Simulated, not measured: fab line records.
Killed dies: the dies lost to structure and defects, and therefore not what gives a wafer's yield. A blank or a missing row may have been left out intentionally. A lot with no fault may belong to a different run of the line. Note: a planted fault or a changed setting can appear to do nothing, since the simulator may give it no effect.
Struck lot and sound lot, side by side ; flow sfq_line ; 42 out of 325 route steps
Sound: the wafers L699.1, L699.4, L699.5. The struck wafers were L698.1, L698.2, L698.5. The cause is given at the end.
Each step with rows lists, per side, the tool, then ch with its chambers, then its first start. Under that, the readings that differ: sound wafers ; struck wafers ; difference of the means ; sigmas: that difference in standard deviations of wafers without a fault.
alike: readings with means less than 2 such deviations apart, plus words and numbers identical on both sides. not compared: withheld readings, readings lacking a value on some wafer, bounds such as >300 that could conceal the same value, and numbers that have no deviation in the record and whose values overlap.
The two part at a step that has a row with sigmas, a row that says differs or no value, or rows on one side only. When numbers do not overlap yet have no deviation, they are printed without sigmas and do not part them. A reading that every wafer of one side lacks parts them only if that side has two wafers or more.

first, 6 steps without rows for these wafers: SFQ_TRILAYER_L0_VIA_LITHO_COAT_018 (resist thk 62 nm); SFQ_TRILAYER_L0_VIA_LITHO_COAT_013 (resist thk 650 nm); SFQ_TRILAYER_L0_VIA_LITHO_SOFTBAKE_017; SFQ_TRILAYER_L0_VIA_LITHO_EXPOSE_014 (exposes mask L0V, target cd 700 nm); SFQ_TRILAYER_L0_VIA_LITHO_PEB_016 (peb time 60 s); SFQ_TRILAYER_L0_VIA_LITHO_DEVELOP_015 (time 60 s).
SFQ_L0V_OVL_MEAS_903:
  sound on overlay-01 at day 12 04:21; struck on overlay-01 at day 11 19:57
reading;sound;struck;difference;sigmas
L0V_OVL (nm);4 6 4;-6 -13 -10;-14;-3
then, 2 steps without rows for these wafers: SFQ_TRILAYER_L0_VIA_BARC_OPEN_VIA_ETCH_021 (etches BARC in O2, target depth 125 nm, time 41.7 s); SFQ_TRILAYER_L0_VIA_ETCH_VIA_ETCH_016 (etches SiO2 in CHF3, stops on MoNx KI, target depth 80 nm).
SFQ_TRILAYER_L0_VIA_STRIP_STRIP_017: strips in O2.
  sound on rie_metal-03 ch 0,1, day 12 04:28; struck on rie_metal-03 ch 0,1, day 11 20:04
  alike: drypump_motor_current_A, oes_product_au
  not compared: rf_hours_counter_h
then, 2 steps without rows for these wafers: SFQ_TRILAYER_L0_VIA_STRIP_SOLV_CLEAN_018 (cleans in NMP, time 600 s); SFQ_TRILAYER_M0_DEP_PRE_CLEAN_020 (time 15 s).
SFQ_TRILAYER_M0_DEP_SPUTTER_019: material Nb, target thk 200 nm, time 133.3 s.
  sound on pvd_sputter-03 at day 12 05:16; struck on pvd_sputter-04 at day 11 20:52
reading;sound;struck;difference;sigmas
cathode_dc_power_W (W);2000.3 2000.1 1999.9;2103.1 2103.0 2103.8;+103.2;+99 or more
model.Nb_of_TRILAYER_M0_DEP_SPUTTER_019.thk_nm (nm);202.1 201.6 201.2;206.3 208.7 207;+5.7;
  alike: chamber_pressure_pa, throttle_valve_pct
SFQ_M0_RS_MEAS_904: measures by four-point-probe.
  sound on film_metro-03 at day 12 05:22; struck on film_metro-03 at day 11 21:47
reading;sound;struck;difference;sigmas
M0_NB_RS (ohm/sq);0.882 0.884 0.885;0.862 0.852 0.861;-0.025;-3
then, 6 steps without rows for these wafers: SFQ_TRILAYER_M0_LITHO_COAT_026 (resist thk 62 nm); SFQ_TRILAYER_M0_LITHO_COAT_021 (resist thk 600 nm); SFQ_TRILAYER_M0_LITHO_SOFTBAKE_025; SFQ_TRILAYER_M0_LITHO_EXPOSE_022 (exposes mask M0, target cd 500 nm); SFQ_TRILAYER_M0_LITHO_PEB_024 (peb time 60 s); SFQ_TRILAYER_M0_LITHO_DEVELOP_023 (time 60 s).
-- the record jumps here: 5 days lie between the struck wafers' starts before and after --
SFQ_M0_OVL_MEAS_906:
  sound on overlay-01 at day 17 17:55; struck on overlay-01 at day 17 07:00
  alike: M0_OVL
SFQ_TRILAYER_M0_BARC_OPEN_METAL_ETCH_031: etches BARC in O2, target depth 125 nm, time 41.7 s.
  sound on rie_metal-04 ch 0, day 17 17:58; struck on rie_metal-04 ch 0,1, day 17 07:02
  alike: drypump_motor_current_A, oes_product_au
  not compared: rf_hours_counter_h
SFQ_TRILAYER_M0_ETCH_METAL_ETCH_024: etches Nb in Cl2/Ar, stops on SiO2, target depth 240 nm, time 120 s.
  sound on rie_metal-04 ch 0, day 17 18:01; struck on rie_metal-04 ch 0,1, day 17 07:05
reading;sound;struck;difference;sigmas
oes_product_au (a.u.);0.900 0.899 0.894;0.917 0.918 0.915;+0.019;+3
  alike: drypump_motor_current_A
  not compared: rf_hours_counter_h
then, 2 steps without rows for these wafers: SFQ_TRILAYER_M0_STRIP_STRIP_025 (strips in O2); SFQ_TRILAYER_M0_STRIP_SOLV_CLEAN_026 (cleans in NMP, time 600 s).
SFQ_TRILAYER_I0_DEP_PECVD_027: deposits SiO2 from SiH4/N2O, time 111.11 s, target thk 500 nm.
  sound on pecvd-02 ch 0,1,2, day 17 18:55; struck on pecvd-02 ch 0,2, day 17 08:02
  alike: heater_power_outer_w, heater_power_w, throttle_valve_pct
SFQ_TRILAYER_I0_CMP_CMP_028: polishes SiO2.
  sound on cmp-02 ch 2,3, day 17 19:00; struck on cmp-01 ch 0,1,2, day 17 09:52
  alike: motor_current_A, slurry_flow_ml_min, time_to_endpoint_s
SFQ_I0_BOW_MEAS_907:
  sound on film_metro-03 at day 17 22:00; struck on film_metro-03 at day 17 12:52
  alike: I0_BOW
then, 7 steps without rows for these wafers: SFQ_TRILAYER_I0_METRO_MEASURE_029; SFQ_TRILAYER_I0_VIA_LITHO_COAT_036 (resist thk 62 nm); SFQ_TRILAYER_I0_VIA_LITHO_COAT_031 (resist thk 650 nm); SFQ_TRILAYER_I0_VIA_LITHO_SOFTBAKE_035; SFQ_TRILAYER_I0_VIA_LITHO_EXPOSE_032 (exposes mask I0, target cd 500 nm); SFQ_TRILAYER_I0_VIA_LITHO_PEB_034 (peb time 60 s); SFQ_TRILAYER_I0_VIA_LITHO_DEVELOP_033 (time 60 s).
-- the record jumps here: 7 days lie between the struck wafers' starts before and after --
SFQ_I0_OVL_MEAS_908:
  sound on overlay-02 at day 24 18:21; struck on overlay-02 at day 24 08:45
  alike: I0_OVL
then, 2 steps without rows for these wafers: SFQ_TRILAYER_I0_VIA_BARC_OPEN_VIA_ETCH_046 (etches BARC in O2, target depth 125 nm, time 41.7 s); SFQ_TRILAYER_I0_VIA_ETCH_VIA_ETCH_034 (etches SiO2 in CHF3, stops on Nb, target depth 260 nm).
SFQ_TRILAYER_I0_VIA_STRIP_STRIP_035: strips in O2.
  sound on rie_metal-01 ch 0, day 24 18:32; struck on rie_metal-01 ch 0,1, day 24 08:56
  alike: drypump_motor_current_A, oes_product_au
  not compared: rf_hours_counter_h
then, 2 steps without rows for these wafers: SFQ_TRILAYER_I0_VIA_STRIP_SOLV_CLEAN_036 (cleans in NMP, time 600 s); SFQ_TRILAYER_M1_DEP_PRE_CLEAN_038 (time 22.5 s).
-- the record jumps here: 54 days lie between the struck wafers' starts before and after --
SFQ_M8_BOW_MEAS_951:
  sound on film_metro-04 at day 78 20:00; struck on film_metro-02 at day 78 16:24
reading;sound;struck;difference;sigmas
model.etest.m0.ohm_um;1.762 1.762 1.77;1.718 1.715 1.717;-0.048;
model.etest.m0.ohm_sq;0.8803 0.8822 0.8843;0.8622 0.8522 0.8592;-0.0244;
  alike: M8_BOW
  not compared: model.etest.i0.link_ohm

WHERE THEY PART
First at SFQ_L0V_OVL_MEAS_903; last, within this record, at SFQ_TRILAYER_M0_ETCH_METAL_ETCH_024. Later steps at which nothing parts them and some readings are alike: SFQ_TRILAYER_I0_DEP_PECVD_027, SFQ_TRILAYER_I0_CMP_CMP_028, SFQ_I0_BOW_MEAS_907, SFQ_I0_OVL_MEAS_908, SFQ_TRILAYER_I0_VIA_STRIP_STRIP_035, SFQ_M8_BOW_MEAS_951.

WHY: what the simulator had put in
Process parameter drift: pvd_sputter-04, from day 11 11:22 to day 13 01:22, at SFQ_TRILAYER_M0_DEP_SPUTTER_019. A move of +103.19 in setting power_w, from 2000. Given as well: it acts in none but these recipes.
